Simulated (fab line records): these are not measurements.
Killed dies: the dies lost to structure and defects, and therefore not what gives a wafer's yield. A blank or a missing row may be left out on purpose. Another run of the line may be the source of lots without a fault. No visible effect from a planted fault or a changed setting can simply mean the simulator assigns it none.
Struck lot and sound lot, side by side + flow sky130 + 15 out of 708 route steps
Sound: these wafers, L393.1, L393.4, L393.5. Struck: wafers L401.3, L401.4, L401.6. Last of all comes the cause.
At each step with rows: each side's tool, then ch and its chambers, then its first start. Under that, the readings that differ: sound wafers + struck wafers + difference of the means + sigmas: that difference in standard deviations of wafers without a fault.
alike: readings with means less than 2 such deviations apart, plus words and numbers identical on both sides. not compared: withheld readings, readings lacking a value on some wafer, bounds such as >300 that could conceal the same value, and numbers that have no deviation in the record and whose values overlap.
A row with sigmas, a row that says differs or no value, or rows on one side alone: a step with any of these is where the two part. When numbers do not overlap yet have no deviation, they are printed without sigmas and do not part them. Lack of a reading on every wafer of one side parts them only where that side has two or more wafers.

first, 1 step without rows for these wafers: SKY_SONOS_ONO_CVD_04 (deposits SiO2 from SiH4/N2O, target thk 5.7199 nm).
SKY_SONOS_ONO_THK_MEAS_05:
  sound on film-metro-02 at day 13 00:23; struck on film-metro-01 at day 15 06:40
| reading                   | sound          | struck         | difference | sigmas |
|---------------------------|----------------|----------------|------------|--------|
| SONOS_ONO_CVD_04_THK (nm) | 5.26 5.38 5.36 | 5.51 5.59 5.62 | +0.24      | +2     |
then, 7 steps without rows for these wafers: SKY_SONOS_ONO_DEHYDRATE_06 (time 60 s); SKY_SONOS_ONO_HMDS_07 (prime time 60 s); SKY_SONOS_ONO_COAT_08 (resist thk 1140 nm); SKY_SONOS_ONO_SOFTBAKE_09 (time 60 s); SKY_SONOS_ONO_EXPOSE_10 (exposes mask ONOM, target cd 410 nm); SKY_SONOS_ONO_PEB_11; SKY_SONOS_ONO_DEVELOP_12 (develop time 60 s).
SKY_SONOS_ONO_CD_MEAS_13: the cd target is 410 nm.
  sound on cd-sem-01 at day 14 00:28; struck on cd-sem-01 at day 16 10:26
  alike: cd-nm
SKY_SONOS_ONO_OVL_MEAS_14:
  sound on overlay-02 at day 14 00:35; struck on overlay-01 at day 16 12:53
  alike: SONOS_ONO_OVL
SKY_SONOS_ONO_ETCH_15: etches the open film in CHF3/O2, target depth 19.52 nm, time 7.8 s.
  sound on rie-diel-04 ch 0,3, day 14 00:37; struck on rie-diel-02 ch 0,1,2, day 16 12:55
| reading               | sound             | struck            | difference | sigmas |
|-----------------------|-------------------|-------------------|------------|--------|
| oes-product-au (a.u.) | 1.018 1.014 1.022 | 0.999 0.984 1.011 | -0.020     | -2     |
  alike: chamber-pressure-mTorr, drypump-motor-current-A, rf-fwd-power-W, throttle-valve-pct
  not compared: rf-hours-counter-h
SKY_SONOS_ONO_WET_ETCH_16: etches SiO2 in dHF, target depth 14 nm, time 280 s.
  sound on wet-bench-02 ch 2, day 14 00:38; struck on wet-bench-01 ch 2, day 16 12:56
| reading          | sound             | struck            | difference | sigmas |
|------------------|-------------------|-------------------|------------|--------|
| run-length-s (s) | 304.7 304.7 304.7 | 296.8 296.8 296.8 | -7.9       | -3     |
SKY_SONOS_ONO_STRIP_17: strips in O2/N2.
  sound on plasma-asher-02 ch 0,1, day 14 00:43; struck on plasma-asher-03 ch 0,1, day 16 13:04
  alike: chamber-pressure-mTorr, drypump-motor-current-A, oes-product-au, strip-time-to-endpoint-s
  not compared: rf-hours-counter-h
-- a jump in the record: the struck wafers' starts before and after are 32 days apart (it breaks off in module SONOS_ONO and resumes in module PAD_OPEN, where the first step shown is number 708 of the route) --
SKY_PAD_OPEN_PROBE_99:
  sound on prober-02 at day 46 21:07; struck on prober-02 at day 48 17:40
  alike: killed_at_M0_to_M3, killed_at_M4_up, killed-at-contacts, killed-at-front-end, killed-at-other, killed-dies, killed-open, killed-short

WHERE THEY PART
Last at SKY_SONOS_ONO_WET_ETCH_16 as far as this record goes, first at SKY_SONOS_ONO_THK_MEAS_05. Later steps at which nothing parts them and some readings are alike: SKY_SONOS_ONO_STRIP_17, SKY_PAD_OPEN_PROBE_99.

WHY: what had been put in by the simulator
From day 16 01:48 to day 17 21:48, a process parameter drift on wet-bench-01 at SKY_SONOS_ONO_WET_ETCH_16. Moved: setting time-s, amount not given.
